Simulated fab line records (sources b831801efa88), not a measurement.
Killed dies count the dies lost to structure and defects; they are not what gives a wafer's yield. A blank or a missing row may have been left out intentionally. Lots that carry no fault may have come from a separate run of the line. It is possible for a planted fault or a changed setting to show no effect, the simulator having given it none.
A struck lot beside a sound one -- flow sky130 -- 43 steps out of a route of 708
Sound: these wafers, L817.3, L817.4, L817.6. The struck wafers were L824.3, L824.5, L824.6. The cause is named last.
Each step with rows lists, per side, the tool, then ch with its chambers, then its first start. Under that, the readings that differ: sound wafers -- struck wafers -- difference of the means -- sigmas: that difference in standard deviations of wafers without a fault.
alike: words and numbers the same on both sides, and readings whose means are apart by under 2 such deviations; not compared: readings that were withheld, readings missing a value for some wafer, numbers with overlapping values and no deviation given by the record, and bounds like >300 which may hide the same value.
A row with sigmas, a row that says differs or no value, or rows on one side alone: a step with any of these is where the two part. When numbers do not overlap yet have no deviation, they are printed without sigmas and do not part them. A reading missing from all wafers of one side parts the sides only when that side holds two or more wafers.

SKY_CONTACT_BOW_MEAS_05:
  struck on film-metro-01, day 33 22:31; sound on film-metro-01, day 30 08:31
  alike: CONTACT_BOW
then, 8 steps without rows for these wafers: SKY_CONTACT_DEHYDRATE_06 (time 60 s); SKY_CONTACT_HMDS_07 (prime time 60 s); SKY_CONTACT_COAT_08 (resist thk 60 nm); SKY_CONTACT_COAT_09 (resist thk 450 nm); SKY_CONTACT_SOFTBAKE_10 (time 90 s); SKY_CONTACT_EXPOSE_11 (exposes mask CTM1, target cd 170 nm); SKY_CONTACT_PEB_12; SKY_CONTACT_DEVELOP_13 (develop time 60 s).
SKY_CONTACT_CD_MEAS_14 targets a cd of 170 nm.
  struck on cd-sem-02, day 35 00:42; sound on cd-sem-01, day 31 11:56
  alike: cd-nm
SKY_CONTACT_OVL_MEAS_15:
  struck on overlay-02, day 35 00:47; sound on overlay-02, day 31 12:01
  alike: CONTACT_OVL
SKY_CONTACT_ETCH_16: etches BARC in N2/H2, stops on SiO2, time 45.9 s, target depth 60 nm.
  sound on rie-diel-01 ch 1,3, day 31 12:03; struck on rie-diel-01 ch 1,2,3, day 35 00:49
  alike: chamber-pressure-mTorr, drypump-motor-current-A, h2-flow-sccm, oes-product-au, throttle-valve-pct
  not compared: rf-hours-counter-h
SKY_CONTACT_ETCH_17: etches SiO2 in C4F8/O2/Ar, stops on Si3N4, target depth 340 nm.
  sound on rie-diel-01 ch 1,3, day 31 12:05; struck on rie-diel-01 ch 1,2,3, day 35 00:52
  alike: chamber-pressure-mTorr, oes-product-au
then, 1 step without rows for these wafers: SKY_CONTACT_ETCH_18 (etches Si3N4 in CHF3/O2, stops on TiN, time 39 s, target depth 75 nm).
SKY_CONTACT_STRIP_19: strips in O2/N2.
  sound on plasma-asher-02 ch 0,1, day 31 12:13; struck on plasma-asher-03 ch 0,1, day 35 00:59
  alike: chamber-pressure-mTorr, drypump-motor-current-A, o2-flow-sccm, oes-product-au, strip-time-to-endpoint-s
  not compared: rf-hours-counter-h
then, 5 steps without rows for these wafers: SKY_CONTACT_STRIP_20 (strips in post etch residue remover, time 1200 s); SKY_CONTACT_CLEAN_21 (cleans in IPA, time 180 s); SKY_CONTACT_CLEAN_22 (cleans in O3/DIW); SKY_CONTACT_SPUTTER_23 (material TiN, target thk 20 nm, time 80 s); SKY_CONTACT_CVD_24 (deposits W, target thk 340 nm, time 102.12 s).
SKY_CONTACT_RS_MEAS_25: measurement is done with a four-point probe.
  struck on film-metro-04, day 35 01:45; sound on film-metro-01, day 31 13:01
  alike: CONTACT_W_RS
SKY_CONTACT_THK_MEAS_26: measures by xrf.
  struck on film-metro-04, day 35 01:51; sound on film-metro-01, day 31 13:07
  alike: CONTACT_W_THK
then, 2 steps without rows for these wafers: SKY_CONTACT_CMP_27 (polishes, stops on SiO2, t overpolish 15 s, target thk 0 nm); SKY_METAL1_SPUTTER_00 (material Ti, target thk 15 nm, time 10 s).
SKY_METAL1_SPUTTER_01: material TiN, target thk 20 nm, time 16.7 s.
  struck on pvd-sputter-02, day 35 02:13; sound on pvd-sputter-02, day 31 13:29
  alike: throttle-valve-pct
then, 1 step without rows for these wafers: SKY_METAL1_SPUTTER_02 (material AlCu, target thk 250 nm, time 13.3 s).
SKY_METAL1_SPUTTER_03: material Ti, target thk 5 nm, time 3.3 s.
  struck on pvd-sputter-02, day 35 02:16; sound on pvd-sputter-02, day 31 13:32
  alike: throttle-valve-pct
then, 1 step without rows for these wafers: SKY_METAL1_SPUTTER_04 (material TiN, target thk 70 nm, time 58.3 s).
SKY_METAL1_RS_MEAS_05: measurement is done with a four-point probe.
  struck on film-metro-03, day 35 02:22; sound on film-metro-03, day 31 13:38
  alike: METAL1_ALCU_RS
SKY_METAL1_THK_MEAS_06: measures by xrf.
  struck on film-metro-03, day 35 02:28; sound on film-metro-03, day 31 13:44
  alike: METAL1_ALCU_THK
then, 8 steps without rows for these wafers: SKY_METAL1_DEHYDRATE_07 (time 60 s); SKY_METAL1_HMDS_08 (prime time 60 s); SKY_METAL1_COAT_09 (resist thk 60 nm); SKY_METAL1_COAT_10 (resist thk 450 nm); SKY_METAL1_SOFTBAKE_11 (time 90 s); SKY_METAL1_EXPOSE_12 (exposes mask MM1, target cd 140 nm); SKY_METAL1_PEB_13; SKY_METAL1_DEVELOP_14 (develop time 60 s).
SKY_METAL1_CD_MEAS_15 targets a cd of 140 nm.
  struck on cd-sem-01, day 36 05:16; sound on cd-sem-02, day 32 17:32
  alike: cd-nm
SKY_METAL1_OVL_MEAS_16:
  struck on overlay-01, day 36 05:22; sound on overlay-01, day 32 17:37
  alike: METAL1_OVL
SKY_METAL1_DESCUM_17: chemistry O2, time 8 s.
  sound on rie-metal-02 ch 0,1, day 32 17:39; struck on rie-metal-02 ch 0,1, day 36 05:23
  alike: chamber-pressure-mTorr, drypump-motor-current-A, oes-product-au
  not compared: rf-hours-counter-h
then, 1 step without rows for these wafers: SKY_METAL1_ETCH_18 (etches BARC in N2/H2, stops on SiO2, time 45.9 s, target depth 60 nm).
-- the record jumps here: 12 days lie between the struck wafers' starts before and after (it left off in module METAL1 and takes up again in module PAD_OPEN, whose first step shown is number 708 of the route) --
SKY_PAD_OPEN_PROBE_99:
  the record has rows for the struck wafers here (prober-01, day 48 07:59) and none for the sound ones

## WHERE THEY PART
At SKY_PAD_OPEN_PROBE_99 and nowhere else, as far as this record goes.

WHY: what had been put in by the simulator
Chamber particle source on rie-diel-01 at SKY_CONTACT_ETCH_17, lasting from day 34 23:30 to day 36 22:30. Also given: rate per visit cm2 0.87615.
